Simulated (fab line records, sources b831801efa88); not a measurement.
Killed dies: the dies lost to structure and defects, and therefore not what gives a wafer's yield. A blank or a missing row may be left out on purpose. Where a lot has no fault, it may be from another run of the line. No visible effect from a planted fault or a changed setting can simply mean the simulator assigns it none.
Problem report in the 8D (eight disciplines) form, filled by code / flow sky130 / the parts of the form that need people (team, actions taken, sign-off) are left out

== 1. WHAT IS WRONG ==
At SKY_PAD_OPEN_PROBE_99, killed_at_M4_up averages 37.3 over 6 wafers from 2 lots, while fault-free wafers read 3.3, standard deviation 1.8. That puts it +19 standard deviations away from the usual mean.
First observed at day 49 13:07: wafer L204.1, on prober-01. At this step, 39 wafers from 13 lots have a number in the record. The rule behind "out" and "out of limits": a value lying over 4 standard deviations away from the usual mean. All remaining wafers that have a number are taken as sound.

== 2. WHAT IT IS, WHAT IT ISN'T ==
question=which readings at this step | is=killed_at_M4_up | is not=killed_at_M0_to_M3, killed at contacts, killed at front end, killed at other, killed open, sort_bin_6_memory
question=which lots | is=L204, L206 | is not=L188, L189, L191, L193, L194, L195, L196, L197, L199, L210, L211
question=which wafers of those lots | is=all that have a number | is not=-
question=read on which tools | is=prober-01 | is not=prober-02
question=when | is=from day 49 13:07 | is not=up to then (27 sound wafers); but 6 sound wafers of L210, L211 came after

== 3. THE SUSPECTS, EACH WITH WHAT RULES IT OUT ==
Counting: a tool stays on the suspect list if, at a process step up to the reading, it processed all lots that are out and no sound lot following the first of them.
- wet bench-02 at SKY_VIA4_CLEAN_15 (cleans in IPA, time 180 s): kept. It ran every lot that is out, first L204 (day 46 23:25), and no sound lot after that; its last sound lot up to then is L196 (day 45 12:33).
- pvd sputter-04 at SKY_METAL5_SPUTTER_04 (material TiN, target thk 70 nm, time 58.3 s): ruled out as a lasting fault. Following L204 (day 47 00:22), the first lot on it that is out, the sound lots L211 were run on it.
- prober-01 at SKY_PAD_OPEN_PROBE_99: ruled out as a lasting fault. Following L204 (day 49 13:07), the first lot on it that is out, the sound lots L210, L211 were run on it.
The count leaves wet bench-02 at SKY_VIA4_CLEAN_15.

== 4. THE CAUSE (what the simulator had put in) ==
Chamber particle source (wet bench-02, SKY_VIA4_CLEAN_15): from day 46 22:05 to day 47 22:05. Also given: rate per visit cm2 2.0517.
The count eliminated every tool but this one.

== 5. THE CHAIN OF EFFECTS, in route order ==
One row per reading whose mean, taken over the struck wafers that have a number, lies over 3 standard deviations from the usual. Only readings whose record carries a usual standard deviation are examined. hours: median over the lots of the time between each lot's start at the first step of this table that gives one and its start at this step. sigmas: the change, counted in usual standard deviations.
hours=0; step=SKY_PAD_OPEN_PROBE_99; reading=killed_at_M4_up; usual=3.3; on struck wafers=37.3; change=+34.0; sigmas=+19
hours=0; step=SKY_PAD_OPEN_PROBE_99; reading=sort_bin_3_pad_short; usual=0.9 %; on struck wafers=3.5; change=+2.6; sigmas=+6.1
Here are the process steps it includes:
- SKY_PAD_OPEN_PROBE_99

== 6. HOW IT WOULD HAVE BEEN CAUGHT EARLIER ==
63 hours passed between the start of the fault at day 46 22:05 and the first reading out of limits in this record, taken at day 49 13:07.
No tool reading at SKY_VIA4_CLEAN_15 that has a usual standard deviation in the record was out on any struck wafer, so an alarm limit of 4 standard deviations on those readings would not have fired.
By day 49 13:07 the whole set of lots that are out, 2 in number, had already begun SKY_VIA4_CLEAN_15 on wet bench-02. Had the tool been put on hold then, not one of them would have been saved.
